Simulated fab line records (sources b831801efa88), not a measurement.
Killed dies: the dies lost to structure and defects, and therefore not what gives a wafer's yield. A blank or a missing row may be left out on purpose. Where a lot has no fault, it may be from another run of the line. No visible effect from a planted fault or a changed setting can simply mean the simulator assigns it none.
fab line records | flow sky130
record lots=12 wafers=36 lastDay=50
route steps=708 shown VT_ADJUST_LVTN@106 VT_ADJUST_NCORE@129 LDD_HVP@285 CONTACT@431 PAD_OPEN@708
lots that met no fault: from a run of the same line without faults
startH: the number of hours between the record's first day and the start of the first shown wafer of the lot | waitH: time in hours since the lot's previous step | " repeats the value in the row above | L1.1+2: one row covering several wafers at once | - value missing, or start not given | * or withheld: withheld | < > ~ a bound
route shown NAME@n: NAME is a module with steps in the file, n the number in the route of the first one | usual: mean and standard deviation over wafers with no fault | same: alike in all rows | chamber/n: place in a boat | sites: the reading at each site | _std_site: the values' standard deviation | _edge_site: mean of outer sites minus mean of inner sites | radiusMm: how far each site lies from the wafer's centre | mask NAME#n: copy n | behind: the most recent tool/chamber to have shaped the wafer | hold: why the lot was held/for how many hours/how that ended | device: names the non-switching transistor (n, p or np) | end of line: the same wafers' tests at the end of the route | for a step that has no rows: nothing shown but its recipe | killed: not the wafer's yield, but the dies lost to structure and defects at the first sort | map: the dies of a wafer, with x for killed, . for not killed, _ for no die there
set.NAME: setting as actually run; set.NAME@STEP: the setting as run at that earlier step | model.NAME: the simulator's own value behind a step, which no gauge read
a sample of lots followed through the steps of the route, with each step as a table and each wafer as a row
services: the hour from which a tool's chamber was out of use, counted from the record's first day as startH (under 0 if before that day), plus the number of hours and why
## steps
# step SKY_VT_ADJUST_LVTN_STRIP_09
# recipe chemistry=O2/N2 powerW=1400 pressureMtorr=1500 platenTempC=withheld o2FlowSccm=3000 n2FlowSccm=300 overashFraction=0.5
# usual chamberPressureMTorr=1499.9/1.4 drypumpMotorCurrentA=5.6/0.38 o2FlowSccm=2998/9.1 oesProductAu=0.723/0.0044 stripTimeToEndpointS=36.97/0.12
# columns lot.wafer tool chamber startH waitH chamberPressureMTorr drypumpMotorCurrentA o2FlowSccm oesProductAu rfHoursCounterH stripTimeToEndpointS
L438.1 plasmaAsher-02 0 136.01 0.1 1499.4 6.0 2997 0.727 2 36.95
L438.4 " 0 " " 1501.1 6.0 3000 0.726 - 36.86
L438.6 " 1 " " 1500.3 6.0 2992 0.723 - 36.82
L439.1 plasmaAsher-02 1 142.87 0.1 1498.2 6.0 2985 0.721 2 36.91
L439.2 " 0 " " 1500.3 6.0 3003 0.721 2 36.95
L439.5 " 0 " " 1500.0 6.0 2993 0.721 - 36.84
L441.1 plasmaAsher-04 1 158.46 0.1 1500.1 5.3 3009 0.723 48 36.76
L441.5 " 0 " " 1503.6 5.5 3007 0.717 - 36.86
L441.6 " 1 " " 1500.0 5.3 2996 0.727 - 36.93
L443.1 plasmaAsher-01 0 174.76 0.1 1499.8 5.6 2997 0.732 48 37.08
L443.5 " 0 " " 1501.6 5.6 2992 0.726 - 36.98
L443.6 " 1 " " 1499.5 4.9 2991 0.712 - 36.93
L445.3 plasmaAsher-01 1 181.05 0.1 1496.7 4.9 2992 0.729 - 36.95
L445.4 " 0 " " 1499.1 5.6 2982 0.723 - 36.82
L445.5 " 1 " " 1499.8 4.9 2997 0.722 - 36.97
L448.2 plasmaAsher-04 0 203.81 0.1 1501.6 5.5 3001 0.723 53 37.20
L448.3 " 0 " " 1500.7 5.6 3012 0.726 - 37.17
L448.6 " 1 " " 1501.3 5.3 3013 0.726 - 37.07
L450.2 plasmaAsher-04 0 215.66 0.1 1497.7 5.5 2991 0.725 54 36.95
L450.3 " 0 " " 1498.3 5.5 2992 0.717 - 36.95
L450.4 " 1 " " 1501.8 5.3 3004 0.718 - 36.93
L455.1 plasmaAsher-04 0 270.12 0.1 1500.2 5.6 2996 0.722 59 36.91
L455.3 " 0 " " 1501.5 5.5 2995 0.723 - 36.94
L455.6 " 0 " " 1501.0 5.6 3000 0.721 - 36.93
L456.1 plasmaAsher-02 1 270.51 0.1 1497.2 6.0 3590 0.730 15 36.83
L456.4 " 1 " " 1501.4 6.0 3601 0.729 - 36.97
L456.6 " 1 " " 1501.9 6.0 3592 0.728 - 36.77
L457.1 plasmaAsher-02 1 278.12 0.1 1501.1 6.0 3606 0.723 16 36.66
L457.4 " 0 " " 1500.2 6.0 3587 0.719 - 36.54
L457.6 " 1 " " 1497.8 6.0 3585 0.729 - 36.64
L458.2 plasmaAsher-04 1 285.71 0.1 1498.2 5.3 2994 0.723 60 37.08
L458.5 " 0 " " 1500.4 5.6 3007 0.726 - 36.87
L458.6 " 1 " " 1498.8 5.3 3005 0.715 - 37.02
L460.1 plasmaAsher-01 1 295.72 0.1 1499.1 4.9 2996 0.724 60 36.90
L460.2 " 0 " " 1500.3 5.6 3006 0.729 60 36.90
L460.3 " 1 " " 1501.3 4.9 3013 0.722 - 36.97
# step SKY_VT_ADJUST_NCORE_STRIP_10
# recipe chemistry=O2/N2 powerW=1400 pressureMtorr=1500 platenTempC=withheld o2FlowSccm=3000 n2FlowSccm=300 overashFraction=0.5
# usual chamberPressureMTorr=1499.9/1.4 drypumpMotorCurrentA=5.6/0.41 o2FlowSccm=2998/9.2 oesProductAu=0.715/0.0045 stripTimeToEndpointS=14.19/0.035
# columns lot.wafer tool chamber startH waitH chamberPressureMTorr drypumpMotorCurrentA o2FlowSccm oesProductAu rfHoursCounterH stripTimeToEndpointS
L438.1 plasmaAsher-01 0 174.22 0.1 1499.7 5.6 3002 0.719 48 14.15
L438.4 " 1 " " 1501.0 4.9 3001 0.716 - 14.16
L438.6 " 0 " " 1501.0 5.6 3000 0.715 - 14.17
L439.1 plasmaAsher-02 0 182.29 0.1 1500.7 6.0 2999 0.719 6 14.11
L439.2 " 1 " " 1499.6 6.0 3009 0.719 6 14.12
L439.5 " 0 " " 1499.7 6.0 2977 0.713 - 14.18
L441.1 plasmaAsher-03 1 199.82 0.1 1500.8 5.8 3009 0.718 38 14.21
L441.5 " 1 " " 1499.1 5.8 2996 0.717 - 14.21
L441.6 " 0 " " 1498.3 5.9 3011 0.714 - 14.24
L443.1 plasmaAsher-01 0 217.42 0.1 1501.5 5.6 2990 0.717 52 14.24
L443.5 " 1 " " 1498.1 4.9 3001 0.705 - 14.22
L443.6 " 0 " " 1500.0 5.6 2988 0.721 - 14.20
L445.3 plasmaAsher-02 0 223.81 0.1 1502.4 6.0 2990 0.713 - 14.23
L445.4 " 1 " " 1498.8 6.1 2998 0.716 - 14.24
L445.5 " 0 " " 1499.9 6.0 2997 0.709 - 14.23
L448.2 plasmaAsher-01 1 250.14 0.1 1498.5 4.9 2987 0.721 55 14.18
L448.3 " 0 " " 1500.3 5.6 2988 0.716 - 14.19
L448.6 " 1 " " 1501.6 4.9 2998 0.711 - 14.20
L450.2 plasmaAsher-02 1 262.82 0.1 1499.2 6.0 2978 0.711 14 14.21
L450.3 " 1 " " 1500.9 6.0 2994 0.704 - 14.15
L450.4 " 0 " " 1499.6 6.0 3010 0.711 - 14.19
L455.1 plasmaAsher-02 0 320.64 0.1 1499.9 6.0 2992 0.712 20 14.17
L455.3 " 0 " " 1500.4 6.0 2995 0.710 - 14.20
L455.6 " 1 " " 1498.8 6.0 3013 0.718 - 14.16
L456.1 plasmaAsher-03 1 320.76 0.1 1498.0 5.7 2994 0.719 49 14.20
L456.4 " 0 " " 1498.4 5.9 2981 0.716 - 14.19
L456.6 " 1 " " 1498.6 5.8 2998 0.711 - 14.16
L457.1 plasmaAsher-01 0 329.72 0.1 1501.1 5.6 2985 0.712 63 14.23
L457.4 " 0 " " 1499.0 5.6 2996 0.721 - 14.23
L457.6 " 0 " " 1501.8 5.6 2990 0.719 - 14.24
L458.2 plasmaAsher-01 0 338.29 0.1 1502.7 5.6 3001 0.717 64 14.16
L458.5 " 0 " " 1497.3 5.6 2997 0.708 - 14.19
L458.6 " 1 " " 1503.2 4.9 3010 0.712 - 14.16
L460.1 plasmaAsher-03 0 347.59 0.1 1500.6 5.8 3008 0.718 52 14.19
L460.2 " 1 " " 1500.6 5.8 2997 0.715 52 14.18
L460.3 " 1 " " 1497.8 5.8 2991 0.718 - 14.18
# step SKY_LDD_HVP_OVL_MEAS_07
# usual LDD_HVP_OVL=-0.7/1.2
# columns lot.wafer tool chamber startH waitH LDD_HVP_OVL[nm]
L438.1 overlay-01 - 482.61 0.1 0.5
L438.4 " - " " 1.8
L438.6 " - " " -1.0
L439.1 overlay-02 - 492.63 0.1 -0.7
L439.2 " - " " -1.0
L439.5 " - " " -0.8
L441.1 overlay-02 - 520.87 0.1 0.0
L441.5 " - " " -1.2
L441.6 " - " " -2.1
L443.1 overlay-02 - 543.16 0.1 0.8
L443.5 " - " " -0.5
L443.6 " - " " -1.0
L445.3 overlay-01 - 555.88 0.1 1.4
L445.4 " - " " 0.8
L445.5 " - " " 0.8
L448.2 overlay-01 - 582.33 0.1 0.1
L448.3 " - " " 0.4
L448.6 " - " " 0.9
L450.2 overlay-02 - 603.97 0.1 -1.9
L450.3 " - " " -0.6
L450.4 " - " " 0.7
L455.1 overlay-02 - 671.33 0.1 -1.5
L455.3 " - " " 0.1
L455.6 " - " " -1.3
L456.1 overlay-01 - 671.82 0.1 -0.3
L456.4 " - " " -0.4
L456.6 " - " " -0.9
L457.1 overlay-02 - 672.56 0.1 -1.6
L457.4 " - " " -2.6
L457.6 " - " " -1.3
L458.2 overlay-01 - 681.08 0.1 -1.1
L458.5 " - " " -0.4
L458.6 " - " " -1.3
L460.1 overlay-02 - 686.06 0.1 -3.5
L460.2 " - " " -0.6
L460.3 " - " " -2.8
# step SKY_CONTACT_RS_MEAS_25
# recipe thkMeasGauge=four-point-probe reads=W_of_CONTACT_CVD_24+TiN_of_CONTACT_SPUTTER_23
# usual CONTACT_W_RS=0.338/0.0038
# columns lot.wafer tool chamber startH waitH CONTACT_W_RS[ohm/sq]
L438.1 filmMetro-01 - 726.21 0.1 0.338
L438.4 " - " " 0.339
L438.6 " - " " 0.340
L439.1 filmMetro-03 - 728.97 0.1 0.342
L439.2 " - " " 0.341
L439.5 " - " " 0.340
L441.1 filmMetro-01 - 755.63 0.1 0.338
L441.5 " - " " 0.346
L441.6 " - " " 0.338
L443.1 filmMetro-01 - 772.99 0.1 0.338
L443.5 " - " " 0.342
L443.6 " - " " 0.342
L445.3 filmMetro-03 - 787.36 0.1 0.341
L445.4 " - " " 0.343
L445.5 " - " " 0.340
L448.2 filmMetro-02 - 812.70 0.1 0.338
L448.3 " - " " 0.340
L448.6 " - " " 0.337
L450.2 filmMetro-01 - 835.93 0.1 0.336
L450.3 " - " " 0.335
L450.4 " - " " 0.336
L455.1 filmMetro-03 - 901.81 0.1 0.332
L455.3 " - " " 0.332
L455.6 " - " " 0.335
L456.1 filmMetro-01 - 902.73 0.1 0.340
L456.4 " - " " 0.337
L456.6 " - " " 0.338
L457.1 filmMetro-03 - 902.84 0.1 0.335
L457.4 " - " " 0.332
L457.6 " - " " 0.335
L458.2 filmMetro-01 - 904.24 0.1 0.329
L458.5 " - " " 0.335
L458.6 " - " " 0.331
L460.1 filmMetro-01 - 908.52 0.1 0.336
L460.2 " - " " 0.332
L460.3 " - " " 0.335
# step SKY_PAD_OPEN_PROBE_99
# usual killed_at_M0_to_M3=43/6.2 killed_at_M4_up=2.8/1.7 killedAtContacts=24/4.8 killedAtFrontEnd=15/4.3 killedAtOther=0.3/0.55 killedDies=85/8.4 killedOpen=46/6.7 killedShort=38/6.2
# same grossDies=492 killedAtBackSide=0
# columns lot.wafer tool chamber startH waitH killed_at_M0_to_M3 killed_at_M4_up killedAtContacts killedAtFrontEnd killedAtOther killedDies killedOpen killedShort
L445.3 prober-02 - 1113.73 0.2 42 0 21 21 1 85 39 46
L445.4 prober-02 - 1113.78 0.2 33 2 18 17 0 70 37 33
L445.5 prober-02 - 1113.83 0.2 34 2 27 6 0 69 40 28
# killed by level:class
L445.3 VIA1:geometricParticle:open=9 METAL2:geometricParticle:short=7 VIA3:geometricParticle:open=7 FIELD_ISO:geometricParticle:short=6 METAL1:geometricParticle:short=6 LI_CONTACT:geometricParticle:short=5 POLY_GATE:geometricParticle:open=4 LI_CONTACT:geometricParticle:open=4
L445.4 VIA1:geometricParticle:open=11 FIELD_ISO:geometricParticle:short=5 METAL1:geometricParticle:short=5 FIELD_ISO:geometricParticle:open=4 POLY_GATE:geometricParticle:short=4 LI_CONTACT:geometricParticle:short=4 VIA2:geometricParticle:open=4 LOCAL_INTERCONNECT:geometricParticle:short=3
L445.5 VIA1:geometricParticle:open=11 CONTACT:geometricParticle:short=9 CONTACT:geometricParticle:open=9 LI_CONTACT:geometricParticle:open=6 METAL1:geometricParticle:short=6 METAL2:geometricParticle:short=4 METAL3:geometricParticle:open=3 VIA3:geometricParticle:open=3
## services
# columns tool chamber startH hours kind
plasmaAsher-02 0 117.82 - clean
plasmaAsher-02 1 117.82 - clean
plasmaAsher-04 - 180.69 1.7 repair
plasmaAsher-01 - 199.77 3.3 repair
plasmaAsher-03 - 201.46 2.2 repair
plasmaAsher-02 - 253.87 2.8 pm
plasmaAsher-04 - 256.23 1.2 repair
plasmaAsher-04 - 276.41 7.3 repair
plasmaAsher-03 - 323.88 0.4 repair
plasmaAsher-01 - 340.91 1.2 repair
## key
firstSign step=SKY_VT_ADJUST_LVTN_STRIP_09 reading=o2FlowSccm direction=up sigmas=66 usual=2998 struck=3593
effect step=SKY_VT_ADJUST_LVTN_STRIP_09 reading=stripTimeToEndpointS direction=down sigmas=2 usual=* struck=*
metAt SKY_VT_ADJUST_LVTN_STRIP_09
struckLots L456,L457
testerLeftOut L456,L457
notActingAt SKY_VT_ADJUST_NCORE_STRIP_10,SKY_LDD_HVP_OVL_MEAS_07,SKY_CONTACT_RS_MEAS_25
onsetBetween 142.87 270.51
fault kind=processParameterDrift tool=plasmaAsher-02 chamber=- onsetH=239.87 steps=SKY_VT_ADJUST_LVTN_STRIP_09 channel=o2FlowSccm offset=600 shape=step endH=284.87 actsIn=theseRecipesOnly stated=3000
# testerLeftOut: of these lots the tester's yield and bins aren't shown, on N5 and GAA mostly nor the transistor test; their killed dies are dies lost to structure and defects alone, not to doping, threshold or leakage, so they don't give the yield
